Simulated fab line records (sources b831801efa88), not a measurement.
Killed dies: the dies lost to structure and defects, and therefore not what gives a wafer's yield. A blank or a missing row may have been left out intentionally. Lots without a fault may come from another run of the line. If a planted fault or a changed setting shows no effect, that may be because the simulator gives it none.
Problem report in the 8D (eight disciplines) form, filled by code :: flow sky130 :: the parts of the form that need people (team, actions taken, sign-off) are left out

1. THE PROBLEM
Across 6 wafers from 2 lots, PWDE_TW at SKY_PWDE_TW_MEAS_10 averages 401.6, while fault-free wafers read 373.0 with a standard deviation of 3. Measured from the usual mean, that is +9.5 standard deviations.
Earliest sighting: wafer L955.1 on film-metro-01 at day 8 20:22. The record holds 33 wafers of 11 lots with a number at this step. The rule behind "out" and "out of limits": a value lying over 4 standard deviations away from the usual mean. Any other wafer with a number is counted as sound.

2. WHAT IT IS, WHAT IT ISN'T
question: which readings at this step
is: PWDE_TW
is not: -

question: which lots
is: L955, L957
is not: L935, L937, L939, L941, L942, L943, L944, L946, L948

question: which wafers of those lots
is: all that have a number
is not: -

question: read on which gauges
is: film-metro-01, film-metro-04
is not: film-metro-02

question: when
is: from day 8 20:22
is not: up to then (27 sound wafers)

3. SUSPECTS, AND WHAT RULES EACH OUT
Counting: a tool at a process step up to the reading stays a suspect if it ran every lot that is out and no sound lot after the first of them.
- the gauge at SKY_PWDE_TW_MEAS_10 has been ruled out. 2 gauges (film-metro-01, film-metro-04) read the wafers that are out.
- rie-si-01 at SKY_FIELD_ISO_ETCH_17 (etches Si in HBr/Cl2/O2, target depth 342 nm, time 97.7 s): kept. All lots that are out passed through it, beginning with L955 at day 6 16:46, and no sound lot followed; its final sound lot before that point was L943 at day 4 04:04.
- implanter-01 at SKY_PWDE_IMPLANT_08: kept. All lots that are out passed through it, beginning with L955 at day 8 20:07, and no sound lot followed; its final sound lot before that point was L948 at day 7 12:56. Its own dose-ions-cm2, faraday-current-uA readings are out on those wafers.
The count leaves implanter-01 at SKY_PWDE_IMPLANT_08 and rie-si-01 at SKY_FIELD_ISO_ETCH_17.

4. THE CAUSE (what the simulator had put in)
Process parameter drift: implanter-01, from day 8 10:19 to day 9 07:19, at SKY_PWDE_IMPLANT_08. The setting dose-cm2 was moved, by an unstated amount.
Counting leaves 2 suspects; this tool is one of them.

5. THE CHAIN OF EFFECTS, in route order
Each row: a reading where the mean over the struck wafers with a number is more than 3 standard deviations away from the usual. Readings are gone through only where the record gives a usual standard deviation; hours: the median, over the lots, of the time from a lot's start at the first step in this table giving one to that lot's start at this step; sigmas: the change measured in usual standard deviations.
hours: 0
step: SKY_PWDE_IMPLANT_08
reading: dose-ions-cm2
usual: 3.6e+12
on struck wafers: 4.5e+12
change: +8.7e+11
sigmas: +99 or more

hours: 0
step: SKY_PWDE_IMPLANT_08
reading: faraday-current-uA
usual: 20.3
on struck wafers: 25.3
change: +5.0
sigmas: +13

hours: 0
step: SKY_PWDE_TW_MEAS_10
reading: PWDE_TW
usual: 373.0
on struck wafers: 401.6
change: +28.6
sigmas: +9.5

hours: 45
step: SKY_NWELL_RS_MEAS_31
reading: PWDE_RS
usual: 5272 ohm/sq
on struck wafers: 4451
change: -821
sigmas: -43
Here are the process steps it includes:
- SKY_PWDE_IMPLANT_08
Later steps that measure or inspect, where all struck wafers having a row at the step show a number for every such reading and not one has moved that far: SKY_NWELL_OVL_MEAS_10.

6. HOW IT WOULD HAVE BEEN CAUGHT EARLIER
The first out-of-limits reading at a measuring or inspecting step in this record came at day 8 20:22, 10 hours after the fault's start at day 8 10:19.
Tool's own readings at SKY_PWDE_IMPLANT_08, dose-ions-cm2, faraday-current-uA: out on all struck wafers the step has rows for; an alarm limit on them would have tripped on the first.
Lots out: 2; of these, L957 started SKY_PWDE_IMPLANT_08 on implanter-01 after day 8 20:22. It would have been spared by a hold on the tool at that moment.
